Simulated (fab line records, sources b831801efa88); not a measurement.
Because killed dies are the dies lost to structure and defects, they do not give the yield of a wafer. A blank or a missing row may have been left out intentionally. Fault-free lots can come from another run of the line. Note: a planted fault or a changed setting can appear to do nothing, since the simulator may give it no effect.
2 desks looking at one fault    flow gf180mcu    each desk has only its own numbers; what lay behind them comes last

## THE METROLOGY DESK
Lot by lot, what the gauges showed, no matter which tool ran the lot: averages of those sampled wafers that carry a number. Marked OUT: a lot whose mean sits more than 4 standard deviations from the usual mean, which makes it out of limits; the brackets give that distance.
Columns: A = V3_CVD_00_THK at GF_V3_THK_MEAS_01, usual 599 nm
lot   first seen here  A
L136  day 21 07:22     596
L137  day 21 19:59     597
L138  day 22 07:11     605
L139  day 22 15:49     608
L140  day 23 01:07     609
L141  day 23 12:44     593
L142  day 23 17:59     595
L144  day 24 18:38     600
L145  day 25 04:37     305 (-43) OUT
L146  day 25 13:16     296 (-45) OUT
L156  day 28 16:44     598
L157  day 28 18:23     605
L158  day 28 23:56     596
This desk finds L145, L146 out of limits, with the earliest case on L145 at day 25 04:37 (V3_CVD_00_THK at GF_V3_THK_MEAS_01). In limits: L136, L137, L138, L139, L140, L141, L142, L144, L156, L157, L158.

## AT THE TOOL OWNER'S DESK: hdpcvd-01
The tool's own readings at GF_V3_CVD_00 (deposits SiO2, target thk 600 nm, time 100 s): means of the sampled wafers that have a number, for each lot that ran on this tool. Marked OUT: a lot whose mean sits more than 4 standard deviations from the usual mean, which makes it out of limits; the brackets give that distance.
Columns: A = sih4FlowSccm at GF_V3_CVD_00, usual 60.00 sccm
lot   first seen here  A
L136  day 21 07:18     59.99
L138  day 22 07:07     60.02
L141  day 23 12:40     59.95
L142  day 23 17:55     59.97
L145  day 25 04:32     30.02 (-99 or more) OUT
L146  day 25 13:11     30.04 (-99 or more) OUT
Finding of this desk: L145, L146 out of limits; the first was L145 at day 25 04:32, on sih4FlowSccm at GF_V3_CVD_00. In limits: L136, L138, L141, L142.

## ALL TOGETHER
At day 25 04:32, on L145, L146, the tool owner's desk was in a position to raise an alarm.
An alarm was possible from the metrology desk at day 25 04:37, on L145, L146.
Every lot named ran GF_V3_CVD_00 on hdpcvd-01.

## WHAT HAD BEEN PUT IN BY THE SIMULATOR
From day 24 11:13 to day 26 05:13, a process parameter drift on hdpcvd-01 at GF_V3_CVD_00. From 60, the setting sih4FlowSccm moved by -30. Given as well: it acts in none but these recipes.
Struck lots among those shown: L145, L146.
Fault start to first reading out of limits, in hours, per desk: tool owner, 17; metrology, 17.
